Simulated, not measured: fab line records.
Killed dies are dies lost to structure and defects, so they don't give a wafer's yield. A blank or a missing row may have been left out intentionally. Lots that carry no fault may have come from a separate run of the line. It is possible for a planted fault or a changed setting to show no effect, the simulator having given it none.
fab line records	flow sky130
record: lots: 7	wafers: 19	last-day: 49
route steps=708 shown VT_ADJUST_LVTN@111 VT_ADJUST_NCORE@119 PAD_OPEN@708
lots with no fault: from the same line, run without faults
start-h: hours from the record's first day to the start of the lot's first wafer shown	wait-h: hours since the lot's step before	" unchanged from the row above	L1.1+2: several wafers, shown together as one row	- no value, or no start given	* or withheld: withheld	< > ~ a bound
route shown NAME@n: names a module that has steps shown in the file, with the first one's number in the route	usual: mean/standard deviation taken from wafers without a fault	same: alike in all rows	chamber/n: place in a boat	sites: the reading at each site	_std_site: how widely they spread, as a standard deviation	_edge_site: the outer-site mean with the inner-site mean subtracted	radius-mm: for every site, how far away it sits from the centre of the wafer	mask NAME#n: copy n	behind: the last tool/chamber to shape the wafer	hold: why the lot went on hold/how many hours it stayed there/how the hold came to an end	device: transistor that didn't switch, given as n, p or np	end of line: the route-end tests of the same wafers	a step given without rows: its recipe and nothing more	killed: at the first sort, the dies lost to defects and structure; wafer yield is something else	map: shows each die of a wafer: x if killed, . if not, _ if none is there
set.NAME: the setting the step ran with; set.NAME@STEP: the setting that earlier step ran with	model.NAME: the simulator's own value behind a step, which no gauge read
lots seen at some steps along the route; tables by step, rows by wafer
services: when a tool's chamber went out of use (start-h, in hours from the record's first day, below 0 if earlier), for how many hours, and the reason
== steps ==
step: SKY_VT_ADJUST_LVTN_SOFTBAKE_14
recipe: temp-c: 90	time-s: 60	resist: NOVOLAK
step: SKY_VT_ADJUST_LVTN_EXPOSE_15
recipe: mask-id: HVN_STD_DERIVED	na: 0.6	source-shape: conventional	sigma-outer: 0.6	polarization: unpolarized	target-cd-nm: 600	dose-mj: 163
step: SKY_VT_ADJUST_LVTN_PEB_16
recipe: temp-c: withheld	time-s: *	resist: NOVOLAK
step: SKY_VT_ADJUST_LVTN_DEVELOP_17
recipe: resist: NOVOLAK	developer: TMAH	develop-time-s: 60	dev-temp-c: 23
step: SKY_VT_ADJUST_LVTN_OVL_MEAS_18
usual: VT_ADJUST_LVTN_01_OVL: -0.3/1.6
lot.wafer	tool	chamber	start-h	wait-h	VT_ADJUST_LVTN_01_OVL[nm]
L762.2	overlay-01	-	197.06	0.1	2.8
L762.5	"	-	"	"	0.9
L762.6	"	-	"	"	3.0
L764.3	overlay-01	-	209.33	0.1	-3.7
L764.4	"	-	"	"	-2.1
L764.5	"	-	"	"	-1.9
L767.3	overlay-02	-	225.47	0.1	-0.4
L767.5	"	-	"	"	0.3
L767.6	"	-	"	"	-1.3
L768.1	overlay-02	-	233.26	0.1	-0.9
L768.2	"	-	"	"	-2.3
L770.1	overlay-02	-	239.96	0.1	1.1
L770.2	"	-	"	"	2.2
L771.1	overlay-02	-	245.49	0.1	0.0
L771.2	"	-	"	"	0.2
L771.6	"	-	"	"	0.6
L779.3	overlay-02	-	296.28	0.1	2.1
L779.4	"	-	"	"	1.1
L779.6	"	-	"	"	0.3
step: SKY_VT_ADJUST_LVTN_IMPLANT_19
recipe: species: B	energy-kev: 30	dose-cm2: 6.5e+11	tilt-deg: withheld
step: SKY_VT_ADJUST_LVTN_STRIP_20
recipe: chemistry: O2/N2	power-w: 1400	pressure-mtorr: 1500	platen-temp-c: withheld	o2-flow-sccm: 3000	n2-flow-sccm: 300	overash-fraction: 0.5
usual: drypump-motor-current-A: 5.8/0.53	oes-product-au: 0.716/0.0049	strip-time-to-endpoint-s: 14.18/0.038
lot.wafer	tool	chamber	start-h	wait-h	drypump-motor-current-A	oes-product-au	rf-hours-counter-h	strip-time-to-endpoint-s
L762.2	plasma-asher-03	1	197.24	0.1	5.6	0.712	50	14.10
L762.5	"	1	"	"	5.6	0.718	-	14.15
L762.6	"	0	"	"	6.2	0.710	-	14.12
L764.3	plasma-asher-01	1	209.53	0.1	4.9	0.711	-	14.24
L764.4	"	0	"	"	5.8	0.729	-	14.23
L764.5	"	0	"	"	5.8	0.711	-	14.20
L767.3	plasma-asher-01	1	225.68	0.1	4.9	0.719	-	14.22
L767.5	"	1	"	"	4.9	0.724	-	14.17
L767.6	"	0	"	"	5.8	0.716	-	14.14
L768.1	plasma-asher-01	1	233.45	0.1	4.9	0.718	61	14.16
L768.2	"	0	"	"	5.8	0.719	61	14.20
L770.1	plasma-asher-03	0	240.15	0.1	6.2	0.711	54	14.16
L770.2	"	1	"	"	5.6	0.714	54	14.15
L771.1	plasma-asher-02	1	245.68	0.1	5.7	0.708	13	14.16
L771.2	"	0	"	"	6.7	0.718	13	14.14
L771.6	"	0	"	"	6.7	0.714	-	14.12
L779.3	plasma-asher-01	0	296.48	0.1	5.8	0.716	-	14.24
L779.4	"	1	"	"	4.9	0.717	-	14.16
L779.6	"	0	"	"	5.8	0.718	-	14.17
step: SKY_VT_ADJUST_LVTN_TW_MEAS_21
usual: VT_ADJUST_LVTN_2_TW: 185.7/2.2
lot.wafer	tool	chamber	start-h	wait-h	VT_ADJUST_LVTN_2_TW
L762.2	film-metro-04	-	197.35	0.1	180.8
L762.5	"	-	"	"	182.7
L762.6	"	-	"	"	181.4
L764.3	film-metro-04	-	209.62	0.1	183.0
L764.4	"	-	"	"	182.5
L764.5	"	-	"	"	181.8
L767.3	film-metro-04	-	225.76	0.1	183.1
L767.5	"	-	"	"	183.9
L767.6	"	-	"	"	183.7
L768.1	film-metro-02	-	233.55	0.1	186.4
L768.2	"	-	"	"	185.4
L770.1	film-metro-02	-	240.25	0.1	186.4
L770.2	"	-	"	"	186.6
L771.1	film-metro-02	-	245.78	0.1	186.1
L771.2	"	-	"	"	185.6
L771.6	"	-	"	"	186.4
L779.3	film-metro-02	-	296.57	0.1	185.9
L779.4	"	-	"	"	186.6
L779.6	"	-	"	"	185.4
step: SKY_VT_ADJUST_NCORE_DEHYDRATE_00
recipe: temp-c: 200	time-s: 60
step: SKY_VT_ADJUST_NCORE_HMDS_01
recipe: prime-time-s: 60	prime-temp-c: 120
step: SKY_VT_ADJUST_NCORE_COAT_02
recipe: resist: NOVOLAK	spin-rpm: 3000	resist-thk-nm: 1140
step: SKY_VT_ADJUST_NCORE_SOFTBAKE_03
recipe: temp-c: 90	time-s: 60	resist: NOVOLAK
step: SKY_VT_ADJUST_NCORE_EXPOSE_04
recipe: mask-id: LVTN_COMPLEMENT_THIN	na: 0.6	source-shape: conventional	sigma-outer: 0.6	polarization: unpolarized	target-cd-nm: 380	dose-mj: 139
usual: stage-vel-mm-s: 500.00/0.24
lot.wafer	tool	chamber	start-h	wait-h	mask	stage-vel-mm-s
L762.2	iline-stepper-01	0	207.36	-	LVTN_COMPLEMENT_THIN#0	500.29
L762.5	"	0	"	"	LVTN_COMPLEMENT_THIN#0	500.34
L762.6	"	0	"	"	LVTN_COMPLEMENT_THIN#0	500.51
L764.3	iline-stepper-02	0	220.63	-	LVTN_COMPLEMENT_THIN#0	499.68
L764.4	"	0	"	"	LVTN_COMPLEMENT_THIN#0	500.08
L764.5	"	0	"	"	LVTN_COMPLEMENT_THIN#0	499.96
L767.3	iline-stepper-02	0	237.02	-	LVTN_COMPLEMENT_THIN#0	499.87
L767.5	"	0	"	"	LVTN_COMPLEMENT_THIN#0	500.21
L767.6	"	0	"	"	LVTN_COMPLEMENT_THIN#0	499.93
L768.1	iline-stepper-02	0	244.81	-	LVTN_COMPLEMENT_THIN#0	500.01
L768.2	"	0	"	"	LVTN_COMPLEMENT_THIN#0	499.97
L770.1	iline-stepper-02	0	251.56	-	LVTN_COMPLEMENT_THIN#0	499.76
L770.2	"	0	"	"	LVTN_COMPLEMENT_THIN#0	499.91
L771.1	iline-stepper-02	0	257.07	-	LVTN_COMPLEMENT_THIN#0	500.40
L771.2	"	0	"	"	LVTN_COMPLEMENT_THIN#0	500.11
L771.6	"	0	"	"	LVTN_COMPLEMENT_THIN#0	500.22
L779.3	iline-stepper-01	0	309.52	-	LVTN_COMPLEMENT_THIN#0	500.20
L779.4	"	0	"	"	LVTN_COMPLEMENT_THIN#0	500.14
L779.6	"	0	"	"	LVTN_COMPLEMENT_THIN#0	500.01
step: SKY_VT_ADJUST_NCORE_PEB_05
recipe: temp-c: withheld	time-s: *	resist: NOVOLAK
step: SKY_VT_ADJUST_NCORE_DEVELOP_06
recipe: resist: NOVOLAK	developer: TMAH	develop-time-s: 60	dev-temp-c: 23
step: SKY_VT_ADJUST_NCORE_CD_MEAS_07
recipe: target-cd-nm: 380
usual: cd-nm: 379.7/2.7
lot.wafer	tool	chamber	start-h	wait-h	cd-nm
L762.2	cd-sem-01	-	218.17	0.3	377.9
L762.5	"	-	"	"	381.2
L762.6	"	-	"	"	377.7
L764.3	cd-sem-02	-	232.15	0.1	375.0
L764.4	"	-	"	"	376.1
L764.5	"	-	"	"	379.1
L767.3	cd-sem-02	-	248.11	0.1	375.1
L767.5	"	-	"	"	377.9
L767.6	"	-	"	"	377.1
L768.1	cd-sem-02	-	256.21	0.1	370.7
L768.2	"	-	"	"	367.3
L770.1	cd-sem-02	-	263.37	0.1	363.6
L770.2	"	-	"	"	361.5
L771.1	cd-sem-01	-	269.07	0.1	365.3
L771.2	"	-	"	"	365.9
L771.6	"	-	"	"	378.9
L779.3	cd-sem-01	-	321.66	0.1	381.4
L779.4	"	-	"	"	377.9
L779.6	"	-	"	"	380.4
step: SKY_VT_ADJUST_NCORE_OVL_MEAS_08
usual: VT_ADJUST_NCORE_OVL: 0.3/1.1
lot.wafer	tool	chamber	start-h	wait-h	VT_ADJUST_NCORE_OVL[nm]
L762.2	overlay-01	-	218.27	0.1	1.0
L762.5	"	-	"	"	0.8
L762.6	"	-	"	"	1.0
L764.3	overlay-01	-	232.24	0.1	0.7
L764.4	"	-	"	"	1.1
L764.5	"	-	"	"	-1.0
L767.3	overlay-02	-	248.20	0.1	2.6
L767.5	"	-	"	"	1.0
L767.6	"	-	"	"	1.2
L768.1	overlay-02	-	256.33	0.1	1.2
L768.2	"	-	"	"	1.7
L770.1	overlay-02	-	263.49	0.1	0.2
L770.2	"	-	"	"	-0.1
L771.1	overlay-02	-	269.19	0.1	-1.3
L771.2	"	-	"	"	-2.1
L771.6	"	-	"	"	0.2
L779.3	overlay-01	-	321.75	0.1	-0.6
L779.4	"	-	"	"	0.1
L779.6	"	-	"	"	-0.5
step: SKY_PAD_OPEN_PROBE_99
usual: killed_at_M0_to_M3: 44/6.5	killed_at_M4_up: 3.3/1.9	killed-at-contacts: 24/5.3	killed-at-front-end: 15/4.5	killed-at-other: 0.3/0.58	killed-dies: 87/9.3	killed-open: 48/6.6	killed-short: 39/6.1
same: gross-dies: 492	killed-at-back-side: 0
lot.wafer	tool	chamber	start-h	wait-h	killed_at_M0_to_M3	killed_at_M4_up	killed-at-contacts	killed-at-front-end	killed-at-other	killed-dies	killed-open	killed-short
L762.2	prober-02	-	1106.10	0.1	44	0	29	7	1	81	47	34
L762.5	prober-02	-	1106.25	0.2	47	3	22	15	0	87	50	37
L762.6	prober-02	-	1106.30	0.2	45	1	18	13	0	77	43	34
L764.3	prober-02	-	1114.58	0.2	43	4	26	10	0	83	40	43
L764.4	prober-02	-	1114.63	0.2	49	0	17	16	2	84	41	43
L764.5	prober-02	-	1114.68	0.2	52	1	16	17	2	88	49	39
L767.3	prober-02	-	1133.93	0.2	40	1	20	12	0	73	37	36
L767.5	prober-02	-	1134.03	0.2	29	6	15	20	0	70	39	31
L767.6	prober-02	-	1134.08	0.2	49	3	29	13	0	94	57	37
L768.1	prober-01	-	1140.68	0.1	49	4	26	14	0	93	47	46
L770.1	prober-01	-	1143.99	0.1	37	2	21	15	0	75	42	33
L770.2	prober-01	-	1144.04	0.1	58	6	23	10	0	97	56	41
L771.1	prober-02	-	1148.68	0.1	44	2	25	26	0	97	49	48
L771.2	prober-02	-	1148.73	0.1	43	5	21	24	1	94	53	41
L771.6	prober-02	-	1148.93	0.2	39	2	27	13	1	82	43	39
L779.3	prober-01	-	1187.40	0.2	51	2	38	12	1	104	61	43
L779.4	prober-01	-	1187.45	0.2	35	4	27	13	1	80	40	40
L779.6	prober-01	-	1187.55	0.2	30	4	26	12	0	72	34	38
killed by level:class
L762.2 CONTACT:geometric-particle:open=13 VIA1:geometric-particle:open=11 VIA2:geometric-particle:open=7 LI_CONTACT:geometric-particle:open=6 VIA3:geometric-particle:short=6 LOCAL_INTERCONNECT:geometric-particle:short=4 METAL1:geometric-particle:short=4 METAL2:geometric-particle:short=4
L762.5 VIA1:geometric-particle:open=14 VIA3:geometric-particle:open=9 CONTACT:geometric-particle:open=7 METAL2:geometric-particle:short=6 FIELD_ISO:geometric-particle:short=5 LI_CONTACT:geometric-particle:open=5 LOCAL_INTERCONNECT:geometric-particle:short=5 FIELD_ISO:geometric-particle:open=4
L762.6 VIA3:geometric-particle:open=10 VIA1:geometric-particle:open=8 METAL1:geometric-particle:short=6 VIA1:geometric-particle:short=6 CONTACT:geometric-particle:open=5 LI_CONTACT:geometric-particle:open=5 FIELD_ISO:geometric-particle:open=4 METAL2:geometric-particle:short=4
L764.3 CONTACT:geometric-particle:open=10 VIA1:geometric-particle:open=7 VIA2:geometric-particle:open=7 METAL1:geometric-particle:short=6 VIA1:geometric-particle:short=6 LI_CONTACT:geometric-particle:short=4 LI_CONTACT:geometric-particle:open=4 LOCAL_INTERCONNECT:geometric-particle:short=4
L764.4 VIA1:geometric-particle:open=11 VIA1:geometric-particle:short=10 METAL1:geometric-particle:short=7 VIA2:geometric-particle:open=7 FIELD_ISO:geometric-particle:short=6 LOCAL_INTERCONNECT:geometric-particle:short=6 CONTACT:geometric-particle:open=6 POLY_GATE:geometric-particle:open=4
L764.5 VIA1:geometric-particle:open=14 VIA2:geometric-particle:open=10 VIA1:geometric-particle:short=6 VIA3:geometric-particle:short=6 LI_CONTACT:geometric-particle:open=5 VIA3:geometric-particle:open=5 FIELD_ISO:geometric-particle:short=4 POLY_GATE:geometric-particle:short=3
L767.3 VIA1:geometric-particle:open=9 METAL2:geometric-particle:short=8 VIA2:geometric-particle:open=7 LOCAL_INTERCONNECT:geometric-particle:short=6 LI_CONTACT:geometric-particle:open=5 VIA3:geometric-particle:open=5 CONTACT:geometric-particle:open=4 CONTACT:geometric-particle:short=4
L767.5 FIELD_ISO:geometric-particle:open=8 LI_CONTACT:geometric-particle:open=7 METAL1:geometric-particle:short=6 CONTACT:geometric-particle:open=5 POLY_GATE:geometric-particle:open=4 VIA2:geometric-particle:open=4 VIA1:geometric-particle:open=4 METAL2:geometric-particle:short=4
L767.6 VIA1:geometric-particle:open=16 CONTACT:geometric-particle:open=12 LOCAL_INTERCONNECT:geometric-particle:short=7 VIA3:geometric-particle:open=7 VIA1:geometric-particle:short=6 METAL2:geometric-particle:short=6 VIA2:geometric-particle:open=5 POLY_GATE:geometric-particle:short=4
L768.1 LI_CONTACT:geometric-particle:open=10 FIELD_ISO:geometric-particle:open=9 VIA1:geometric-particle:open=9 METAL1:geometric-particle:short=6 VIA2:geometric-particle:short=6 CONTACT:geometric-particle:short=5 VIA1:geometric-particle:short=5 METAL2:geometric-particle:short=5
L770.1 VIA2:geometric-particle:open=10 LI_CONTACT:geometric-particle:open=6 CONTACT:geometric-particle:open=6 CONTACT:geometric-particle:short=6 VIA3:geometric-particle:open=6 METAL2:geometric-particle:short=5 FIELD_ISO:geometric-particle:short=4 VIA1:geometric-particle:open=4
L770.2 VIA1:geometric-particle:open=15 VIA2:geometric-particle:open=10 VIA3:geometric-particle:open=9 CONTACT:geometric-particle:open=9 METAL2:geometric-particle:short=7 LI_CONTACT:geometric-particle:open=5 CONTACT:geometric-particle:short=5 METAL3:geometric-particle:short=5
L771.1 CONTACT:geometric-particle:open=10 LI_CONTACT:geometric-particle:open=9 METAL2:geometric-particle:short=9 VIA1:geometric-particle:open=8 VIA1:geometric-particle:short=8 FIELD_ISO:geometric-particle:short=7 POLY_GATE:geometric-particle:short=7 VIA2:geometric-particle:open=6
L771.2 VIA1:geometric-particle:open=12 VIA3:geometric-particle:open=9 METAL1:geometric-particle:short=8 CONTACT:geometric-particle:open=7 POLY_GATE:geometric-particle:short=7 LI_CONTACT:geometric-particle:open=7 CONTACT:geometric-particle:short=7 FIELD_ISO:geometric-particle:open=4
L771.6 VIA1:geometric-particle:open=14 CONTACT:geometric-particle:open=8 FIELD_ISO:geometric-particle:short=7 VIA2:geometric-particle:open=7 LI_CONTACT:geometric-particle:open=6 CONTACT:geometric-particle:short=6 VIA1:geometric-particle:short=4 POLY_GATE:geometric-particle:short=3
L779.3 LI_CONTACT:geometric-particle:open=9 CONTACT:geometric-particle:open=9 VIA1:geometric-particle:open=9 CONTACT:geometric-particle:short=8 VIA3:geometric-particle:open=8 VIA2:geometric-particle:open=7 METAL1:geometric-particle:short=7 METAL2:geometric-particle:short=7
L779.4 VIA1:geometric-particle:open=11 LOCAL_INTERCONNECT:geometric-particle:short=9 METAL2:geometric-particle:short=6 LI_CONTACT:geometric-particle:open=6 CONTACT:geometric-particle:open=6 CONTACT:geometric-particle:short=5 FIELD_ISO:geometric-particle:short=4 METAL1:geometric-particle:short=3
L779.6 LI_CONTACT:geometric-particle:open=9 VIA3:geometric-particle:open=7 CONTACT:geometric-particle:open=7 LOCAL_INTERCONNECT:geometric-particle:short=6 METAL1:geometric-particle:short=6 METAL4:geometric-particle:short=4 VIA1:geometric-particle:open=4 METAL2:geometric-particle:short=4
== services ==
tool	chamber	start-h	hours	kind
iline-stepper-01	-	191.31	12.7	repair
iline-stepper-02	-	194.00	3.9	repair
iline-stepper-01	-	244.11	6.0	repair
plasma-asher-01	-	245.55	39.4	pm
iline-stepper-01	-	258.61	1.7	pm
iline-stepper-02	-	293.08	2.3	repair
plasma-asher-02	-	296.56	4.3	pm
plasma-asher-01	-	299.05	2.6	repair
== key ==
first-sign: step: SKY_VT_ADJUST_NCORE_CD_MEAS_07	reading: cd-nm	direction: down	sigmas: 5.1	usual: 379.7	struck: 365.7
effect none on later readings
met-at SKY_VT_ADJUST_NCORE_EXPOSE_04
struck-wafers L768.1,L768.2,L770.1,L770.2,L771.1,L771.2
tester-left-out L768,L770,L771
onset-between 237.02 244.81
fault: kind: process-parameter-drift	tool: iline-stepper-02	chamber: -	onset-h: 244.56	steps: SKY_VT_ADJUST_NCORE_EXPOSE_04	channel: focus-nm	offset: 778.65	shape: step	end-h: 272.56	scope: struck-wafers-only
tester-left-out: of these lots the tester's yield and bins aren't shown, on N5 and GAA mostly nor the transistor test; their killed dies are dies lost to structure and defects alone, not to doping, threshold or leakage, so they don't give the yield
